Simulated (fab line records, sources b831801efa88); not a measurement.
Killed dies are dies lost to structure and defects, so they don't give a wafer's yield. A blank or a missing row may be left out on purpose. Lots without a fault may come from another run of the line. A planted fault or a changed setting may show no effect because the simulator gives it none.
A struck lot beside a sound one | flow sky130 | 15 steps out of a route of 708
Sound: wafers L490.1, L490.2, L490.4. Struck: wafers L501.4, L501.5, L501.6. The cause comes at the end.
At each step with rows: each side's tool, then ch and its chambers, then its first start. Under that, the readings that differ: sound wafers | struck wafers | difference of the means | sigmas: that difference in standard deviations of wafers without a fault.
alike: readings whose means differ by less than 2 such deviations, and words and numbers that are the same on both sides. not compared: withheld readings, readings that some wafer has no value for, bounds like >300 that may hide the same value, and numbers for which the record gives no deviation and whose values overlap.
The two part at a step that has a row with sigmas, a row that says differs or no value, or rows on one side only. Numbers that don't overlap but have no deviation are shown without sigmas and don't part them. A reading that every wafer of one side lacks parts them only if that side has two wafers or more.

first, 1 step without rows for these wafers: SKY_POLY_GATE_OXIDATION_20 (stabilise 600 s, purge 300 s, target thk 4 nm).
SKY_POLY_GATE_THK_MEAS_21:
  sound on film_metro-02, day 16 12:43; struck on film_metro-02, day 20 12:37
  reading                      | sound          | struck         | difference | sigmas
  POLY_GATE_OXIDATION_THK (nm) | 4.00 3.91 3.95 | 4.14 4.11 4.11 | +0.17      | +2
SKY_POLY_GATE_CD_MEAS_22:
  sound on cd_sem-02, day 16 12:47; struck on cd_sem-01, day 20 12:44
  reading    | sound             | struck            | difference | sigmas
  cd_nm (nm) | 147.0 146.8 146.3 | 150.9 152.5 151.3 | +4.9       | +2
then, 7 steps without rows for these wafers: SKY_LDD_N_DEHYDRATE_00 (time 60 s); SKY_LDD_N_HMDS_01 (prime time 60 s); SKY_LDD_N_COAT_02 (resist thk 300 nm); SKY_LDD_N_SOFTBAKE_03 (time 60 s); SKY_LDD_N_EXPOSE_04 (exposes mask NTM, target cd 840 nm); SKY_LDD_N_PEB_05; SKY_LDD_N_DEVELOP_06 (develop time 60 s).
SKY_LDD_N_OVL_MEAS_07:
  sound on overlay-02, day 17 17:41; struck on overlay-02, day 21 19:16
  reading        | sound          | struck      | difference | sigmas
  LDD_N_OVL (nm) | -0.8 -1.9 -1.6 | 0.5 1.8 1.9 | +2.8       | +2
then, 1 step without rows for these wafers: SKY_LDD_N_IMPLANT_08.
SKY_LDD_N_IMPLANT_09:
  sound on implanter-03 ch 0, day 17 17:53; struck on implanter-01 ch 0, day 21 19:30
  reading                | sound                | struck               | difference | sigmas
  rotation_deg (degrees) | 113.00 113.02 113.02 | 299.58 299.52 299.57 | +186.54    | +99 or more
then, 1 step without rows for these wafers: SKY_LDD_N_IMPLANT_10.
-- the record jumps here: 27 days lie between the struck wafers' starts before and after (it left off in module LDD_N and takes up again in module PAD_OPEN, whose first step shown is number 708 of the route) --
SKY_PAD_OPEN_PROBE_99:
  sound on prober-01, day 45 18:53; struck on prober-02, day 48 14:15
  alike: killed_at_M0_to_M3, killed_at_M4_up, killed_at_contacts, killed_at_front_end, killed_at_other, killed_dies, killed_open, killed_short
  not compared: model.etest.nfet_01v8_swapped.vt_sat_v

WHERE THEY PART
First at SKY_POLY_GATE_THK_MEAS_21; last, within this record, at SKY_LDD_N_IMPLANT_09. Later steps at which nothing parts them and some readings are alike: SKY_PAD_OPEN_PROBE_99.

WHY: what the simulator had put in
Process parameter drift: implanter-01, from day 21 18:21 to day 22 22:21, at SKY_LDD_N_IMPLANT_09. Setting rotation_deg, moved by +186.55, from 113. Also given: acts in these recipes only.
